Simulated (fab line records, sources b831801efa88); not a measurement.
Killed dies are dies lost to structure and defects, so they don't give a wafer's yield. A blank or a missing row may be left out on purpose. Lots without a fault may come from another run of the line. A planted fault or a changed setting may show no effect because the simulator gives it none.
fab line records | flow sky130
record lots=6 wafers=18 last_day=50
route steps=708 shown METAL4@622
lots that met no fault: from a run of the same line without faults
start_h: hours from the record's first day to the start of the lot's first wafer shown | wait_h: hours since the lot's step before | " the same as in the row above | L1.1+2: a row that stands for several wafers | - no value, or no start given | * or withheld: withheld | < > ~ a bound
route shown NAME@n: a module of which the file shows steps, and the number in the route of the first | usual: mean/standard deviation of fault-free wafers | same: alike in all rows | chamber/n: place in a boat | sites: the reading at each site | _std_site: their standard deviation | _edge_site: outer sites' mean less inner sites' | radius_mm: how far each site lies from the wafer's centre | mask NAME#n: copy n | behind: the tool/chamber that last shaped the wafer | hold: why the lot was held/for how many hours/how that ended | device: the transistor (n, p or np) that didn't switch | end of line: the same wafers' tests at the end of the route | a step without rows: its recipe alone | killed: dies lost to structure and defects at the first sort, not the wafer's yield | map: a wafer's dies, x killed, . not, _ none there
set.NAME: the setting as run; set.NAME@STEP: as run at that earlier step | model.NAME: the simulator's own value behind a step, which no gauge read
lots at some steps of the route; a table a step, a row a wafer
services: from which hour (start_h, from the record's first day; less than 0 if before it) a tool's chamber was out of use, for how many hours, and why
## steps
# step SKY_METAL4_HMDS_06
# recipe prime_time_s=60 prime_temp_c=120
# step SKY_METAL4_COAT_07
# recipe resist=BARC temp_c=withheld time_s=withheld spin_rpm=3000 resist_thk_nm=60
# step SKY_METAL4_COAT_08
# recipe resist=KrF-thick spin_rpm=3000 resist_thk_nm=1140
# step SKY_METAL4_SOFTBAKE_09
# recipe temp_c=100 time_s=90 resist=KrF-thick
# step SKY_METAL4_EXPOSE_10
# recipe mask_id=MM4 na=0.68 source_shape=annular sigma_inner=0.4 sigma_outer=0.8 target_cd_nm=300 dose_mj=28
# step SKY_METAL4_PEB_11
# recipe peb_temp_c=withheld peb_time_s=withheld resist=KrF-thick
# step SKY_METAL4_DEVELOP_12
# recipe develop_time_s=60 resist=KrF-thick dev_temp_c=21
# step SKY_METAL4_CD_MEAS_13
# recipe target_cd_nm=300
# usual cd_nm=299.6/1.6
# columns lot.wafer tool chamber start_h wait_h cd_nm
L136.4 cd_sem-02 - 980.07 - 302.3
L136.5 " - " " 301.3
L136.6 " - " " 300.6
L139.1 cd_sem-01 - 1000.86 - 299.6
L139.5 " - " " 298.8
L139.6 " - " " 299.5
L146.1 cd_sem-01 - 1041.09 - 301.8
L146.4 " - " " 301.5
L146.6 " - " " 302.6
L148.1 cd_sem-02 - 1065.37 - 301.2
L148.5 " - " " 299.8
L148.6 " - " " 301.2
L156.2 cd_sem-01 - 1104.29 - 301.6
L156.4 " - " " 300.9
L156.5 " - " " 300.8
L159.2 cd_sem-02 - 1120.34 - 302.2
L159.4 " - " " 302.9
L159.5 " - " " 300.7
# step SKY_METAL4_OVL_MEAS_14
# usual METAL4_OVL=2/5.8
# columns lot.wafer tool chamber start_h wait_h METAL4_OVL[nm]
L136.4 overlay-01 - 980.15 0.1 -1
L136.5 " - " " 8
L136.6 " - " " 3
L139.1 overlay-01 - 1000.98 0.1 4
L139.5 " - " " 7
L139.6 " - " " 4
L146.1 overlay-01 - 1041.21 0.1 2
L146.4 " - " " 0
L146.6 " - " " -2
L148.1 overlay-01 - 1065.49 0.1 -3
L148.5 " - " " -6
L148.6 " - " " 2
L156.2 overlay-02 - 1104.40 0.1 -17
L156.4 " - " " -16
L156.5 " - " " -2
L159.2 overlay-02 - 1120.45 0.1 1
L159.4 " - " " -10
L159.5 " - " " -6
# step SKY_METAL4_DESCUM_15
# recipe chemistry=O2 source_power_w=150 bias_power_w=0 pressure_mtorr=10 temp_c=40 time_s=8
# usual drypump_motor_current_A=5.6/0.42 oes_product_au=1.000/0.01
# columns lot.wafer tool chamber start_h wait_h drypump_motor_current_A oes_product_au rf_hours_counter_h
L136.4 rie_metal-01 0 980.18 0.0 6.2 1.001 -
L136.5 " 0 " " 6.2 1.006 -
L136.6 " 1 " " 5.0 0.995 -
L139.1 rie_metal-01 1 1001.02 0.0 5.0 0.996 17
L139.5 " 0 " " 6.2 1.011 -
L139.6 " 1 " " 5.0 0.992 -
L146.1 rie_metal-01 0 1041.25 0.0 6.2 0.999 18
L146.4 " 1 " " 5.0 0.993 -
L146.6 " 0 " " 6.2 1.008 -
L148.1 rie_metal-01 1 1065.53 0.0 5.0 0.999 20
L148.5 " 0 " " 6.2 1.009 -
L148.6 " 1 " " 5.0 0.998 -
L156.2 rie_metal-04 0 1104.43 0.0 5.5 0.989 15
L156.4 " 0 " " 5.5 0.995 -
L156.5 " 0 " " 5.5 0.997 -
L159.2 rie_metal-01 0 1120.48 0.0 6.2 1.007 24
L159.4 " 1 " " 5.0 1.006 -
L159.5 " 0 " " 6.2 1.014 -
# step SKY_METAL4_ETCH_16
# recipe chemistry=N2/H2 target=BARC ion_energy_ev=200 bias_w=100 pressure_mtorr=30 n2_flow_sccm=100 h2_flow_sccm=200 icp_w=500 stop_on=SiO2 time_s=88.2 target_depth_a=600
# usual drypump_motor_current_A=5.6/0.41 oes_product_au=0.626/0.0045 throttle_valve_pct=13.205/0.0092
# columns lot.wafer tool chamber start_h wait_h drypump_motor_current_A oes_product_au rf_hours_counter_h throttle_valve_pct
L136.4 rie_metal-01 0 980.23 0.0 6.2 0.623 - 13.212
L136.5 " 0 " " 6.1 0.625 - 13.203
L136.6 " 1 " " 5.0 0.622 - 13.212
L139.1 rie_metal-01 1 1001.05 0.0 5.0 0.627 17 13.212
L139.5 " 0 " " 6.2 0.625 - 13.201
L139.6 " 1 " " 5.0 0.625 - 13.191
L146.1 rie_metal-01 0 1041.28 0.0 6.2 0.622 18 13.203
L146.4 " 1 " " 5.0 0.620 - 13.203
L146.6 " 0 " " 6.2 0.625 - 13.197
L148.1 rie_metal-01 1 1065.56 0.0 5.0 0.624 20 13.207
L148.5 " 0 " " 6.2 0.631 - 13.195
L148.6 " 1 " " 5.1 0.639 - 13.207
L156.2 rie_metal-04 0 1104.46 0.0 5.5 0.628 15 13.206
L156.4 " 0 " " 5.5 0.621 - 13.216
L156.5 " 0 " " 5.5 0.627 - 13.221
L159.2 rie_metal-01 0 1120.51 0.0 6.2 0.626 24 13.223
L159.4 " 1 " " 5.0 0.621 - 13.197
L159.5 " 0 " " 6.1 0.629 - 13.180
# step SKY_METAL4_ETCH_17
# recipe target=SiO2 stop_on=TiN chemistry=C4F8/O2/Ar source_w=1500 bias_w=1200 pressure_mtorr=40 c4f8_flow_sccm=withheld O2_flow_sccm=6 Ar_flow_sccm=300 time_s=3.9 target_depth_a=150
# usual oes_product_au=0.755/0.0073
# columns lot.wafer tool chamber start_h wait_h oes_product_au rf_hours_counter_h
L136.4 rie_diel-03 3 980.30 0.0 0.750 18
L136.5 " 0 " " 0.752 -
L136.6 " 3 " " 0.749 -
L139.1 rie_diel-01 3 1001.15 0.1 0.759 10
L139.5 " 0 " " 0.757 -
L139.6 " 1 " " 0.770 -
L146.1 rie_diel-03 3 1041.38 0.1 0.761 20
L146.4 " 1 " " 0.761 23
L146.6 " 1 " " 0.754 -
L148.1 rie_diel-02 0 1065.66 0.1 0.760 22
L148.5 " 3 " " 0.764 -
L148.6 " 0 " " 0.766 -
L156.2 rie_diel-01 2 1104.56 0.1 0.746 8
L156.4 " 0 " " 0.750 17
L156.5 " 0 " " 0.755 -
L159.2 rie_diel-03 2 1120.61 0.1 0.749 8
L159.4 " 1 " " 0.746 26
L159.5 " 1 " " 0.746 -
# step SKY_METAL4_METAL_ETCH_18
# recipe target_depth_a=8450 stop_on=SiO2 over_etch_frac=0.3 time_s=183.1 chemistry=Cl2/BCl3 resist_sidewall_deg=88 pressure_mtorr=10 icp_w=900 bias_w=48.5 Cl2_flow_sccm=60 bcl3_flow_sccm=30
# usual drypump_motor_current_A=5.5/0.34 oes_product_au=0.867/0.0069 throttle_valve_pct=22.263/0.0091
# columns lot.wafer tool chamber start_h wait_h drypump_motor_current_A oes_product_au rf_hours_counter_h throttle_valve_pct model.KrF-thick_of_METAL4_COAT_08.thk_nm model.etch.depth_nm model.METAL4.feature_depth_nm
L136.4 rie_metal-02 1 980.37 0.1 5.3 0.874 - 22.264 536 874.5 874.5
L136.5 " 1 " " 5.3 0.882 - 22.262 539 886.5 886.5
L136.6 " 0 " " 5.7 0.870 - 22.274 516.2 874.1 874.1
L139.1 rie_metal-02 1 1001.16 0.0 5.3 0.853 12 22.272 532 848.7 848.7
L139.5 " 1 " " 5.3 0.871 - 22.269 526 868.7 868.7
L139.6 " 1 " " 5.3 0.856 - 22.262 529.2 848.3 848.3
L146.1 rie_metal-02 0 1041.40 0.0 5.7 0.820 2 22.276 689.1 783.2 783.2
L146.4 " 0 " " 5.7 0.872 - 22.258 526.1 866.6 866.6
L146.6 " 1 " " 5.3 0.801 - 22.250 695.9 767.5 767.5
L148.1 rie_metal-02 1 1065.68 0.0 5.3 0.813 15 22.265 693 765.3 765.3
L148.5 " 1 " " 5.3 0.807 - 22.256 691.9 767.1 767.1
L148.6 " 0 " " 5.8 0.817 - 22.256 687.7 773.8 773.8
L156.2 rie_metal-01 1 1104.58 0.0 5.0 0.864 23 22.265 531.3 859.7 859.7
L156.4 " 0 " " 6.2 0.864 - 22.276 525.7 876.4 876.4
L156.5 " 1 " " 5.0 0.876 - 22.269 530.3 878 878
L159.2 rie_metal-04 1 1120.63 0.0 5.5 0.870 14 22.267 506.1 866.3 866.3
L159.4 " 1 " " 5.5 0.872 - 22.261 505.8 869.7 869.7
L159.5 " 0 " " 5.5 0.859 - 22.256 520.9 849.1 849.1
# step SKY_METAL4_STRIP_19
# recipe chemistry=O2/N2 power_w=1400 pressure_mtorr=1500 platen_temp_c=withheld o2_flow_sccm=3000 n2_flow_sccm=300 overash_fraction=0.5
# usual drypump_motor_current_A=6.03/0.21 oes_product_au=0.501/0.0061 strip_time_to_endpoint_s=6.52/0.094
# columns lot.wafer tool chamber start_h wait_h drypump_motor_current_A oes_product_au rf_hours_counter_h strip_time_to_endpoint_s
L136.4 plasma_asher-04 0 980.53 0.1 6.10 0.500 - 6.63
L136.5 " 1 " " 5.66 0.510 - 6.65
L136.6 " 0 " " 6.08 0.495 - 6.46
L139.1 plasma_asher-04 0 1001.52 0.3 6.10 0.494 90 6.59
L139.5 " 0 " " 6.09 0.500 - 6.54
L139.6 " 1 " " 5.66 0.496 - 6.57
L146.1 plasma_asher-02 0 1041.57 0.1 5.98 0.561 32 8.12
L146.4 " 1 " " 6.25 0.500 - 6.54
L146.6 " 1 " " 6.25 0.577 - 8.20
L148.1 plasma_asher-02 0 1065.86 0.1 6.00 0.563 35 8.16
L148.5 " 1 " " 6.25 0.557 - 8.16
L148.6 " 0 " " 6.00 0.572 - 8.11
L156.2 plasma_asher-04 1 1104.76 0.1 5.67 0.509 101 6.58
L156.4 " 1 " " 5.66 0.506 - 6.51
L156.5 " 1 " " 5.66 0.498 - 6.57
L159.2 plasma_asher-04 0 1120.81 0.1 6.07 0.501 102 6.32
L159.4 " 1 " " 5.67 0.489 - 6.32
L159.5 " 0 " " 6.05 0.493 - 6.48
# step SKY_METAL4_STRIP_20
# recipe chemistry=post_etch_residue_remover time_s=1200 temp_c=72.5
## services
# columns tool chamber start_h hours kind
plasma_asher-04 - 960.96 0.7 repair
plasma_asher-04 - 964.69 4.1 repair
rie_diel-01 1 965.38 9.6 repair
rie_metal-02 0 987.35 - clean
rie_metal-02 0 987.35 21.1 scheduled_down
rie_metal-02 0 987.35 21.1 vent_cycle
rie_diel-03 2 1012.11 2.4 repair
rie_diel-01 2 1016.31 5.4 repair
rie_metal-02 - 1025.07 2.8 pm
rie_diel-01 0 1061.07 9.2 repair
rie_diel-03 1 1064.36 2.9 repair
rie_diel-02 0 1107.63 2.9 repair
## key
first_sign step=SKY_METAL4_METAL_ETCH_18 reading=oes_product_au direction=down sigmas=8 usual=0.867 struck=0.812
effect step=SKY_METAL4_STRIP_19 reading=strip_time_to_endpoint_s direction=up sigmas=17 usual=* struck=*
model_effect step=SKY_METAL4_METAL_ETCH_18 value=KrF-thick_of_METAL4_COAT_08.thk_nm without=530.8 struck=691.5
met_at SKY_METAL4_METAL_ETCH_18
struck_wafers L146.1,L146.6,L148.1,L148.5,L148.6
later_rows_left_out L146.1,L146.6,L148.1,L148.5,L148.6
sort_left_out L146.1,L146.6,L148.1,L148.5,L148.6
onset_between 1001.16 1041.40
fault kind=process_parameter_drift tool=rie_metal-02 chamber=- onset_h=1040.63 steps=SKY_METAL4_METAL_ETCH_18 channel=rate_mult offset=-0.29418 shape=step end_h=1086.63 scope=struck_wafers_only
# sort_left_out: the simulated sort isn't trusted on such a fault, so these wafers' sort isn't shown, and their yield isn't known
# later_rows_left_out: the simulator's readings of these wafers behind a module that went badly wrong aren't trusted and aren't shown, but for the sort
